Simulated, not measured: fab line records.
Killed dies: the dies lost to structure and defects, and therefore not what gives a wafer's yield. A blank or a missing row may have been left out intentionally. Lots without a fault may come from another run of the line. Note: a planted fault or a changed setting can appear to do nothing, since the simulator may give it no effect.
Chamber matching    flow gf180mcu    GF_V5_CVD_02 on pecvd-02: 3 sister chambers
The step deposits SiO2 from TEOS, target thk 1450 nm, time 163.28 s. 6 wafers are shown with their chamber, then 12 later ones without.

WAFERS WITH THEIR CHAMBER
wafer   chamber  heaterPowerW (W)  rfFwdPowerW (W)
L084.3  0        636               600.3
L084.5  1        745               599.9
L084.6  0        690               597.2
L085.2  2        585               603.8
L085.4  1        726               600.6
L085.6  2        462               599.9

WAFERS WITHOUT THEIR CHAMBER
wafer   heaterPowerW (W)  rfFwdPowerW (W)
L088.2  705               599.7
L088.3  689               598.8
L088.6  731               594.1
L089.1  675               594.6
L089.3  555               600.5
L089.6  721               598.4
L094.2  530               598.6
L094.4  559               597.5
L094.6  587               598.4
L096.1  491               596.2
L096.2  615               595.8
L096.6  585               596.2

THE CHAMBER EACH PASSED THROUGH
wafer   from the rows above           in truth
L088.2  can't be placed: 1 or 0       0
L088.3  can't be placed: 0 or 1       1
L088.6  can't be placed: 0 or 1       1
L089.1  can't be placed: 0 or 1       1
L089.3  can't be placed: 2 or 0       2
L089.6  can't be placed: 1 or 0       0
L094.2  can't be placed: 2 or 0       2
L094.4  can't be placed: 0 or 2 or 1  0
L094.6  can't be placed: 0 or 2 or 1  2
L096.1  can't be placed: 2 or 0       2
L096.2  can't be placed: 0 or 1 or 2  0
L096.6  can't be placed: 0 or 2 or 1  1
Placed correctly: 0 of 12. These rows do not allow placing 12 (true chamber among the candidates in 12). 0 placed wrongly.
How it was worked out, from the rows above alone: a wafer's distance from a chamber is the root of the sum, over the readings, of the square of ((its reading less the chamber's mean) divided by the reading's scatter). The wafer belongs to the nearest chamber; if the next one is less than 2 further off, it can't be placed. Each chamber's mean is taken over the wafers shown for it. The scatter is the square root of a quotient: the sum, over the shown wafers, of each reading's squared deviation from its chamber's mean, divided by wafers minus chambers.
